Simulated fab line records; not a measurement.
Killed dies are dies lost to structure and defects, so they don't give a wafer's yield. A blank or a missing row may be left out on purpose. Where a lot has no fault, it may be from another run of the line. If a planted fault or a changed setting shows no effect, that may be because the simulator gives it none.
Comparing a struck lot with a sound one / flow gf180mcu / 15 steps out of a route of 602
Sound: these wafers, L484.2, L484.3, L484.5. Struck: wafers L495.3, L495.4, L495.5. At the end, the cause is stated.
Per side, at each step with rows, come the tool, then ch with its chambers, and then its first start. Under that, the readings that differ: sound wafers / struck wafers / difference of the means / sigmas: that difference in standard deviations of wafers without a fault.
alike: words and numbers the same on both sides, and readings whose means are apart by under 2 such deviations; not compared: readings that were withheld, readings missing a value for some wafer, numbers with overlapping values and no deviation given by the record, and bounds like >300 which may hide the same value.
Wherever a step has rows on one side only, a row that says differs or no value, or a row with sigmas, the two part there. When numbers do not overlap yet have no deviation, they are printed without sigmas and do not part them. A reading missing from all wafers of one side parts the sides only when that side holds two or more wafers.

first, 1 step without rows for these wafers: GF_V5_ETCH_16 (etches BARC in N2/H2).
GF_V5_ETCH_17: etches SiO2 in C4F8/O2/Ar, stops on TiN, target depth 855 nm.
  sound: rie-diel-02 ch 1,2,3; struck: rie-diel-02 ch 0,2,3
  alike: bias-w, oes-product-au
then, 3 steps without rows for these wafers: GF_V5_STRIP_18 (strips in O2/N2); GF_V5_STRIP_19 (strips in post etch residue remover, time 1200 s); GF_V5_CLEAN_20 (cleans in DIW).
GF_V5_SPUTTER_21: material Ti, target thk 15 nm, time 80.02 s.
  sound: pvd-sputter-01 at day 27 01:41; struck: pvd-sputter-02 at day 30 15:34
  alike: cathode-dc-power-W, chamber-pressure-pa, throttle-valve-pct
GF_V5_SPUTTER_22: material TiN, target thk 10 nm, time 40 s.
  sound: pvd-sputter-01 at day 27 01:45; struck: pvd-sputter-02 at day 30 15:37
  alike: cathode-dc-power-W, chamber-pressure-pa, throttle-valve-pct
GF_V5_CVD_23: deposits W, target thk 350 nm, time 104.9 s.
  sound on cvd-w-01 ch 0,1, day 27 01:47; struck on cvd-w-02 ch 0,1, day 30 15:42
  alike: heater-power-w
GF_V5_RS_MEAS_24: uses a four-point probe to measure.
  sound: film-metro-01 at day 27 01:55; struck: film-metro-04 at day 30 15:49
  alike: V5_W_RS
GF_V5_THK_MEAS_25: measures by xrf.
  sound: film-metro-01 at day 27 02:02; struck: film-metro-04 at day 30 15:55
  alike: V5_W_THK
then, 2 steps without rows for these wafers: GF_V5_CMP_26 (polishes, stops on SiO2, t overpolish 15 s, target thk 0 nm); GF_TOP_METAL_SPUTTER_00 (material Ti, target thk 37.5 nm, time 150 s).
GF_TOP_METAL_SPUTTER_01: material TiN, target thk 30 nm, time 25 s.
  sound: pvd-sputter-03 at day 27 02:29; struck: pvd-sputter-04 at day 30 16:21
reading=cathode-dc-power-W (W); sound=6498.4 6499.4 6499.0; struck=4461.1 4458.6 4462.1; difference=-2038.3; sigmas=-99 or more
reading=model.TiN_of_TOP_METAL_SPUTTER_01.thk-nm (nm); sound=29.81 30.11 29.89; struck=20.66 20.63 20.65; difference=-9.29; sigmas=
  alike: chamber-pressure-pa, throttle-valve-pct
GF_TOP_METAL_SPUTTER_02: material AlCu, target thk 900 nm, time 47.82 s.
  sound: pvd-sputter-03 at day 27 02:31; struck: pvd-sputter-04 at day 30 16:23
  alike: cathode-dc-power-W, chamber-pressure-pa, throttle-valve-pct
GF_PASSIVATION_PROBE_99:
  rows exist in the record for the sound wafers here (prober-01, day 28 21:01), none for the struck ones

== WHERE THEY PART ==
At GF_TOP_METAL_SPUTTER_01 first; at GF_PASSIVATION_PROBE_99 last (within this record only).

WHY: the cause the simulator had injected
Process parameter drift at GF_TOP_METAL_SPUTTER_01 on pvd-sputter-04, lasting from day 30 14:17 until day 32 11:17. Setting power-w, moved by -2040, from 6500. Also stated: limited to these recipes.
